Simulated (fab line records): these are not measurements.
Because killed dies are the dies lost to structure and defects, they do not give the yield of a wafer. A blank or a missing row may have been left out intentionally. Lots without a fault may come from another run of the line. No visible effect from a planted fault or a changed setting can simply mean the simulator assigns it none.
A struck lot beside a sound one -- flow sky130 -- 33 steps out of a route of 708
Sound: wafers L284.2, L284.3, L284.6. Wafers L289.2, L289.3, L289.6 were the ones struck. Last of all comes the cause.
Per side, at each step with rows, come the tool, then ch with its chambers, and then its first start. Under that, the readings that differ: sound wafers -- struck wafers -- difference of the means -- sigmas: that difference in standard deviations of wafers without a fault.
alike: words and numbers the same on both sides, and readings whose means are apart by under 2 such deviations; not compared: readings that were withheld, readings missing a value for some wafer, numbers with overlapping values and no deviation given by the record, and bounds like >300 which may hide the same value.
A row with sigmas, a row that says differs or no value, or rows on one side alone: a step with any of these is where the two part. Non-overlapping numbers with no deviation appear without sigmas and do not part them. A reading that every wafer of one side lacks parts them only if that side has two wafers or more.

first, 9 steps without rows for these wafers: SKY_SONOS_TUNNEL_COAT_02 (resist thk 1140 nm); SKY_SONOS_TUNNEL_SOFTBAKE_03 (time 60 s); SKY_SONOS_TUNNEL_EXPOSE_04 (exposes mask TUNM, target cd 410 nm); SKY_SONOS_TUNNEL_PEB_05; SKY_SONOS_TUNNEL_DEVELOP_06 (develop time 60 s); SKY_SONOS_TUNNEL_IMPLANT_09; SKY_SONOS_TUNNEL_WET_ETCH_10 (etches SiO2 in dHF, target depth 14 nm, time 280 s); SKY_SONOS_TUNNEL_STRIP_11 (strips in SPM, time 600 s); SKY_SONOS_TUNNEL_CLEAN_13 (cleans in dHF, time 20 s).
SKY_SONOS_ONO_OXIDATION_00: stabilise 600 s, purge 300 s, target thk 2.6 nm.
  sound on furnace-01 ch 0, day 12 08:14; struck on furnace-01 ch 0, day 13 22:32
  alike: spike tc lower C, zone power bottom pct, zone power centre pct, zone power lower pct, zone power upper pct
then, 22 steps without rows for these wafers: SKY_SONOS_ONO_CVD_02 (deposits Si3N4 from DCS/NH3, target thk 10.5 nm, time 180 s); SKY_SONOS_ONO_CVD_04 (deposits SiO2 from SiH4/N2O, target thk 5.7199 nm); SKY_SONOS_ONO_DEHYDRATE_06 (time 60 s); SKY_SONOS_ONO_HMDS_07 (prime time 60 s); SKY_SONOS_ONO_COAT_08 (resist thk 1140 nm); SKY_SONOS_ONO_SOFTBAKE_09 (time 60 s); SKY_SONOS_ONO_EXPOSE_10 (exposes mask ONOM, target cd 410 nm); SKY_SONOS_ONO_PEB_11; SKY_SONOS_ONO_DEVELOP_12 (develop time 60 s); SKY_SONOS_ONO_ETCH_15 (etches the open film in CHF3/O2, target depth 19.52 nm, time 7.8 s); SKY_SONOS_ONO_WET_ETCH_16 (etches SiO2 in dHF, target depth 14 nm, time 280 s); SKY_SONOS_ONO_STRIP_17 (strips in O2/N2); SKY_SONOS_ONO_WET_ETCH_18 (etches Si3N4 in H3PO4, target depth 15 nm, time 172 s); SKY_GATE_OXIDE_CLEAN_00 (cleans in SC1/SC2, time 150 s); SKY_GATE_OXIDE_OXIDATION_01 (stabilise 600 s, purge 300 s, target thk 10.268 nm); SKY_GATE_OXIDE_DEHYDRATE_03 (time 60 s); SKY_GATE_OXIDE_HMDS_04 (prime time 60 s); SKY_GATE_OXIDE_COAT_05 (resist thk 1140 nm); SKY_GATE_OXIDE_SOFTBAKE_06 (time 60 s); SKY_GATE_OXIDE_EXPOSE_07 (exposes mask LVOM, target cd 600 nm); SKY_GATE_OXIDE_PEB_08; SKY_GATE_OXIDE_DEVELOP_09 (develop time 60 s).
-- record jumps: 34 days separate the struck wafers' starts on either side; left off in module GATE_OXIDE, taken up again in module PAD_OPEN, whose first shown step is the route's number 708 --
SKY_PAD_OPEN_PROBE_99:
  sound: prober-01 at day 46 12:12; struck: prober-02 at day 47 19:41
reading,sound,struck,difference,sigmas
hold,- - -,await dispo/0.8h/release await dispo/0.8h/release await dispo/0.8h/release,no value on the sound wafers,
killed at front end,13 19 12,116 99 108,+93,+23
killed dies,99 87 75,175 174 172,+87,+10
killed on rim,18 21 15,36 36 28,+15,+4
killed short,53 50 30,29 29 37,-13,-2
  alike: killed_at_M0_to_M3, killed_at_M4_up, killed at contacts, killed at other, killed open

WHERE THEY PART
Only at SKY_PAD_OPEN_PROBE_99, as far as this record shows.

WHY: the cause the simulator had injected
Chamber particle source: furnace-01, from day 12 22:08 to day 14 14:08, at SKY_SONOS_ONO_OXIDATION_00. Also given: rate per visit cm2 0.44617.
